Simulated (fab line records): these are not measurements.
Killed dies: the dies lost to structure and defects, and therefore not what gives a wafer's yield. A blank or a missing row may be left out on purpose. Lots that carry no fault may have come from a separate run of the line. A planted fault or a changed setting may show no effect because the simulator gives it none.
A struck lot beside a sound one / flow sfq_line / 14 steps out of a route of 325
Sound: wafers L375.2, L375.3, L375.5. Struck: wafer L383.1. (L383.4, L383.5 of the same lot were not struck and are left out.) The cause comes at the end.
Each step with rows lists, per side, the tool, then ch with its chambers, then its first start. Under that, the readings that differ: sound wafers / struck wafers / difference of the means / sigmas: that difference in standard deviations of wafers without a fault.
alike: words and numbers the same on both sides, and readings whose means are apart by under 2 such deviations; not compared: readings that were withheld, readings missing a value for some wafer, numbers with overlapping values and no deviation given by the record, and bounds like >300 which may hide the same value.
A row with sigmas, a row that says differs or no value, or rows on one side alone: a step with any of these is where the two part. When numbers do not overlap yet have no deviation, they are printed without sigmas and do not part them. A reading that every wafer of one side lacks parts them only if that side has two wafers or more.

first, 6 steps without rows for these wafers: SFQ_TRILAYER_M4_LITHO_COAT_098 (resist thk 62 nm); SFQ_TRILAYER_M4_LITHO_COAT_093 (resist thk 600 nm); SFQ_TRILAYER_M4_LITHO_SOFTBAKE_097; SFQ_TRILAYER_M4_LITHO_EXPOSE_094 (exposes mask M4, target cd 500 nm); SFQ_TRILAYER_M4_LITHO_PEB_096 (peb time 60 s); SFQ_TRILAYER_M4_LITHO_DEVELOP_095 (time 60 s).
SFQ_M4_OVL_MEAS_926:
  sound on overlay-01, day 54 14:03; struck on overlay-01, day 59 12:53
  alike: M4_OVL
SFQ_TRILAYER_M4_BARC_OPEN_METAL_ETCH_123: etches BARC in O2, target depth 125 nm, time 41.7 s.
  sound on rie_metal-03 ch 0, day 54 14:06; struck on rie_metal-03 ch 0, day 59 12:56
reading=rf_hours_counter_h (h); sound=- - -; struck=41; difference=no value on the sound wafers; sigmas=
  alike: drypump_motor_current_A, oes_product_au
SFQ_TRILAYER_M4_ETCH_METAL_ETCH_096: etches Nb in Cl2/Ar, stops on SiO2, target depth 240 nm, time 120 s.
  sound on rie_metal-03 ch 0, day 54 14:14; struck on rie_metal-03 ch 0, day 59 12:59
reading=oes_product_au (a.u.); sound=0.906 0.904 0.905; struck=0.888; difference=-0.017; sigmas=-2
reading=rf_hours_counter_h (h); sound=- - -; struck=41; difference=no value on the sound wafers; sigmas=
  alike: drypump_motor_current_A
SFQ_TRILAYER_M4_STRIP_STRIP_097: strips in O2.
  sound on rie_metal-03 ch 0, day 54 14:39; struck on rie_metal-03 ch 0, day 59 13:07
reading=oes_product_au (a.u.); sound=1.004 1.008 1.001; struck=0.988; difference=-0.016; sigmas=-2
reading=rf_hours_counter_h (h); sound=- - -; struck=41; difference=no value on the sound wafers; sigmas=
  alike: drypump_motor_current_A
then, 1 step without rows for these wafers: SFQ_TRILAYER_M4_STRIP_SOLV_CLEAN_098 (cleans in NMP, time 600 s).
SFQ_TRILAYER_I4_DEP_PECVD_099: deposits SiO2 from SiH4/N2O, time 111.11 s, target thk 500 nm.
  sound on pecvd-01 ch 0,2, day 54 15:50; struck on pecvd-03 ch 1, day 59 13:54
  alike: heater_power_w, throttle_valve_pct
SFQ_TRILAYER_I4_CMP_CMP_100: polishes SiO2.
  sound on cmp-01 ch 0,1,3, day 54 15:54; struck on cmp-02 ch 2, day 59 19:11
reading=time_to_endpoint_s (s); sound=207 208 215; struck=117; difference=-93; sigmas=-10
  alike: motor_current_A
SFQ_I4_BOW_MEAS_927:
  sound on film_metro-02, day 54 18:55; struck on film_metro-01, day 59 21:41
reading=I4_BOW (um); sound=-6 12 -6; struck=21; difference=+21; sigmas=+2

WHERE THEY PART
At SFQ_TRILAYER_M4_BARC_OPEN_METAL_ETCH_123 first; at SFQ_I4_BOW_MEAS_927 last (within this record only).

WHY: whatever the simulator had introduced
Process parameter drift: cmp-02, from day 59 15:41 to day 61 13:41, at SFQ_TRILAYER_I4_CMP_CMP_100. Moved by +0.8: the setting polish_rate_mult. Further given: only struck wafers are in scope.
